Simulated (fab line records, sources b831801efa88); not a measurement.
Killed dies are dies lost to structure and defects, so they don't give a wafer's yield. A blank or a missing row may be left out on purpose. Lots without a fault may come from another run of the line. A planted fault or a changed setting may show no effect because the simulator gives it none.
Which tool did it? | flow gf180mcu | 14 lots, 42 wafers sampled, at 3 steps of a route of 602

WHAT THE GAUGES READ, wafer by wafer
GF_M3_CD_MEAS_14: target cd 280 nm.
lot  | measured     | on        | cd_nm (nm)
L270 | day 21 09:44 | cd_sem-01 | 279.9 279.3 280.2
L271 | day 21 16:51 | cd_sem-02 | 279.7 280.2 279.6
L272 | day 22 02:57 | cd_sem-01 | 281.7 281.5 282.1
L273 | day 22 11:46 | cd_sem-02 | 279.0 279.7 278.7
L275 | day 23 09:43 | cd_sem-01 | 279.4 278.7 279.1
L276 | day 23 22:00 | cd_sem-01 | 278.9 278.2 277.2
L277 | day 24 00:03 | cd_sem-01 | 279.5 280.9 279.7
L278 | day 24 15:39 | cd_sem-02 | 277.9 277.3 279.1
L279 | day 25 04:45 | cd_sem-01 | 280.3 279.9 281.3
L281 | day 25 13:28 | cd_sem-02 | 281.2 280.6 280.1
L283 | day 26 08:30 | cd_sem-01 | 280.5 280.0 281.1
L287 | day 27 09:20 | cd_sem-02 | 278.8 278.3 277.6
L291 | day 28 10:15 | cd_sem-02 | 279.0 278.5 278.6
L292 | day 28 17:47 | cd_sem-02 | 279.8 280.5 280.8

GF_V3_BOW_MEAS_05.
lot  | measured     | on            | V3_BOW (um)
L270 | day 21 11:06 | film_metro-03 | 116 127 110
L271 | day 21 18:13 | film_metro-04 | 130 129 116
L272 | day 22 04:26 | film_metro-02 | 120 115 117
L273 | day 22 13:17 | film_metro-04 | 105 102 104
L275 | day 23 11:14 | film_metro-02 | 122 125 129
L276 | day 23 23:22 | film_metro-04 | 100 107 106
L277 | day 24 01:25 | film_metro-02 | 126 116 120
L278 | day 24 17:02 | film_metro-03 | 124 118 118
L279 | day 25 06:07 | film_metro-03 | 126 120 118
L281 | day 25 15:01 | film_metro-02 | 108 108 119
L283 | day 26 09:52 | film_metro-03 | 107 112 116
L287 | day 27 10:44 | film_metro-04 | 122 113 122
L291 | day 28 11:39 | film_metro-04 | 111 115 111
L292 | day 28 19:09 | film_metro-04 | 102 107 110

GF_V3_OVL_MEAS_15.
lot  | measured     | on         | V3_OVL (nm)
L270 | day 22 10:56 | overlay-01 | 12 6 13
L271 | day 22 18:09 | overlay-02 | -3 2 -7
L272 | day 23 03:37 | overlay-01 | 7 -4 0
L273 | day 23 12:53 | overlay-01 | 14 5 6
L275 | day 24 09:28 | overlay-01 | 7 1 -4
L276 | day 24 21:42 | overlay-01 | 7 8 1
L277 | day 24 23:31 | overlay-02 | 2 4 -2
L278 | day 25 15:10 | overlay-02 | 5 1 -2
L279 | day 26 03:00 | overlay-01 | 6 16 9
L281 | day 26 12:13 | overlay-01 | 5 2 3
L283 | day 27 05:46 | overlay-01 | 11 10 9
L287 | day 28 06:59 | overlay-01 | 9 -3 10
L291 | day 29 06:49 | overlay-02 | 7 11 6
L292 | day 29 13:26 | overlay-02 | 6 -2 -2

WHICH TOOL RAN EACH LOT (tool, then ch and the chambers of the sampled wafers, then the start)
The record holds no process step before these readings.

WHAT THE TOOLS THEMSELVES READ (means of the sampled wafers that have a number; where no wafer has one, the mark that the record gives instead)
The record holds no such reading with a usual standard deviation.

THE ANSWER, worked out from the rows above alone
Rule: what is usual is taken from the lots themselves. Put in order of their means at a reading, lots are off if they are a third of the lots or fewer, leave a main group of 4 or more, and stand apart from it by a gap of 3 or more times the standard deviation of the main group's means; of several such gaps the widest counts. A main group whose means are all the same, to the digits that the tables above print for the reading, isn't used. A lot without any number at a reading at which 4 lots or more have one is off too. The other lots that the step has rows for count as sound. The gauges are gone through in route order, then the tools' own readings, and for those a lot's mean is taken as printed above. The first step at which some lot is off is used, and at that step the reading that is off furthest; a lot without a number counts as furthest.
No lot is off at any reading shown: from this, nothing can be told.

WHAT THE SIMULATOR HAD PUT IN
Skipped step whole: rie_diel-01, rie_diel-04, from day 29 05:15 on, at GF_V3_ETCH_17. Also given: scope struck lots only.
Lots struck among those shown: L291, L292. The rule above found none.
